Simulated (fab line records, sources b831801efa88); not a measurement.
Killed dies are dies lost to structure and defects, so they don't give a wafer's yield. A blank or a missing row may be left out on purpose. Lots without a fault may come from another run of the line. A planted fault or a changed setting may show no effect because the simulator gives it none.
Chamber matching | flow gf180mcu | GF_V1_ETCH_16 on rie_diel-04: 4 sister chambers
The step etches BARC in N2/H2. 8 wafers are shown with their chamber, then 7 later ones without.

WAFERS WITH THEIR CHAMBER
wafer  | chamber | oes_product_au (a.u.) | bias_w (W)
L429.2 | 1       | 0.854                 | 99.2
L429.3 | 2       | 0.860                 | 100.1
L429.5 | 3       | 0.853                 | 99.6
L430.1 | 2       | 0.854                 | 99.8
L430.4 | 3       | 0.849                 | 100.3
L430.6 | 0       | 0.850                 | 99.4
L432.2 | 1       | 0.856                 | 99.8
L432.3 | 0       | 0.856                 | 99.6

WAFERS WITHOUT THEIR CHAMBER
wafer  | oes_product_au (a.u.) | bias_w (W)
L432.4 | 0.859                 | 99.6
L441.4 | 0.846                 | 100.1
L441.5 | 0.856                 | 100.0
L441.6 | 0.850                 | 100.4
L442.2 | 0.851                 | 100.0
L442.4 | 0.857                 | 100.0
L442.5 | 0.855                 | 99.6

WHICH CHAMBER EACH WENT THROUGH
wafer  | from the rows above               | in truth
L432.4 | can't be placed: 2 or 1 or 0 or 3 | 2
L441.4 | can't be placed: 3 or 0 or 1 or 2 | 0
L441.5 | can't be placed: 2 or 1 or 3 or 0 | 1
L441.6 | can't be placed: 3 or 2 or 0 or 1 | 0
L442.2 | can't be placed: 3 or 0 or 2 or 1 | 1
L442.4 | can't be placed: 2 or 1 or 3 or 0 | 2
L442.5 | can't be placed: 1 or 0 or 2 or 3 | 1
Placed correctly: 0 of 7. Can't be placed from these rows: 7 (the true chamber is among the candidates in 7). Placed wrongly: 0.
How it was worked out, from the rows above alone: a wafer's distance from a chamber is the root of the sum, over the readings, of the square of ((its reading less the chamber's mean) divided by the reading's scatter). The wafer belongs to the nearest chamber; if the next one is less than 2 further off, it can't be placed. A chamber's mean is the mean of its shown wafers. The scatter: the root of (the sum of the squares of (reading less its chamber's mean) over the shown wafers, divided by (wafers less chambers)).
